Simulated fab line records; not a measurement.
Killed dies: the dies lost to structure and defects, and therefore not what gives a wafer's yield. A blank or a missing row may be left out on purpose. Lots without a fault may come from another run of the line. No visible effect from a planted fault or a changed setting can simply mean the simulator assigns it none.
Which tool was responsible?    flow gf180mcu    Sampling: 11 lots, 33 wafers, 4 of 602 route steps

## WHAT EACH GAUGE READ, for each wafer
GF_V4_CD_MEAS_14: the cd target is 260 nm.
lot   measured      on         cd nm (nm)
L806  day 24 14:16  cd sem-02  257.5 260.1 258.4
L808  day 25 17:12  cd sem-01  258.8 259.6 258.7
L810  day 26 16:30  cd sem-02  258.7 260.2 258.7
L813  day 27 00:10  cd sem-01  255.7 255.9 255.8
L812  day 27 01:39  cd sem-02  259.7 260.5 258.5
L814  day 27 07:08  cd sem-01  259.7 259.8 259.3
L817  day 28 09:36  cd sem-02  261.0 260.4 260.6
L821  day 29 04:37  cd sem-01  253.0 252.8 252.6 253.0 252.9 252.0
L823  day 29 21:33  cd sem-01  253.4 253.4 252.9 253.7 253.5 252.7
L826  day 30 20:20  cd sem-01  257.7 258.3 257.5
L828  day 31 04:42  cd sem-01  259.7 260.5 259.0

## WHICH TOOL RAN EACH LOT (tool, then ch and the chambers of the sampled wafers, then the start)
lot   GF_M4_STRIP_17                        GF_V4_CMP_04                   GF_V4_EXPOSE_11
L806  plasma asher-01 ch 0,1, day 23 15:02  cmp-02 ch 0,2,3, day 23 15:52  krf scanner-02 ch 0, day 24 03:25
L808  plasma asher-01 ch 1, day 24 18:22    cmp-01 ch 0,1,3, day 24 19:20  krf scanner-01 ch 0, day 25 06:15
L810  plasma asher-04 ch 0,1, day 25 18:28  cmp-01 ch 1,2,3, day 25 19:22  krf scanner-01 ch 0, day 26 06:06
L813  plasma asher-03 ch 0,1, day 26 02:37  cmp-02 ch 0,2,3, day 26 03:32  krf scanner-01 ch 0, day 26 13:54
L812  plasma asher-03 ch 0,1, day 26 03:34  cmp-01 ch 1,2,3, day 26 04:24  krf scanner-01 ch 0, day 26 15:12
L814  plasma asher-03 ch 0,1, day 26 09:44  cmp-02 ch 0,3, day 26 10:29    krf scanner-01 ch 0, day 26 21:27
L817  plasma asher-03 ch 0,1, day 27 13:19  cmp-02 ch 0,1,2, day 27 14:16  krf scanner-02 ch 0, day 28 00:22
L821  plasma asher-01 ch 1, day 28 07:53    cmp-01 ch 0,2,3, day 28 08:49  krf scanner-01 ch 0, day 28 19:19
L823  plasma asher-04 ch 0,1, day 29 01:28  cmp-01 ch 0,2,3, day 29 02:16  krf scanner-01 ch 0, day 29 12:53
L826  plasma asher-03 ch 0,1, day 30 00:37  cmp-01 ch 2,3, day 30 01:42    krf scanner-02 ch 0, day 30 11:32
L828  plasma asher-04 ch 0,1, day 30 09:37  cmp-01 ch 0,1,2, day 30 10:31  krf scanner-02 ch 0, day 30 20:07
- GF_M4_STRIP_17: strips in O2/N2.
- GF_V4_CMP_04: polishes SiO2.
- GF_V4_EXPOSE_11: exposes mask Via4, target cd 260 nm.

## THE ANSWER, worked out from the rows above alone
Rule: the lots themselves supply what counts as usual. Put in order of their means at a reading, lots are off if they are a third of the lots or fewer, leave a main group of 4 or more, and stand apart from it by a gap of 3 or more times the standard deviation of the main group's means; of several such gaps the widest counts. A main group is skipped when, at the precision printed for the reading in the tables above, its means are all equal. Also off: a lot with no number at a reading for which 4 or more lots have one. The other lots that the step has rows for count as sound.
Nothing can be told from this: no lot is off at any reading shown.

## WHAT THE SIMULATOR HAD PUT IN
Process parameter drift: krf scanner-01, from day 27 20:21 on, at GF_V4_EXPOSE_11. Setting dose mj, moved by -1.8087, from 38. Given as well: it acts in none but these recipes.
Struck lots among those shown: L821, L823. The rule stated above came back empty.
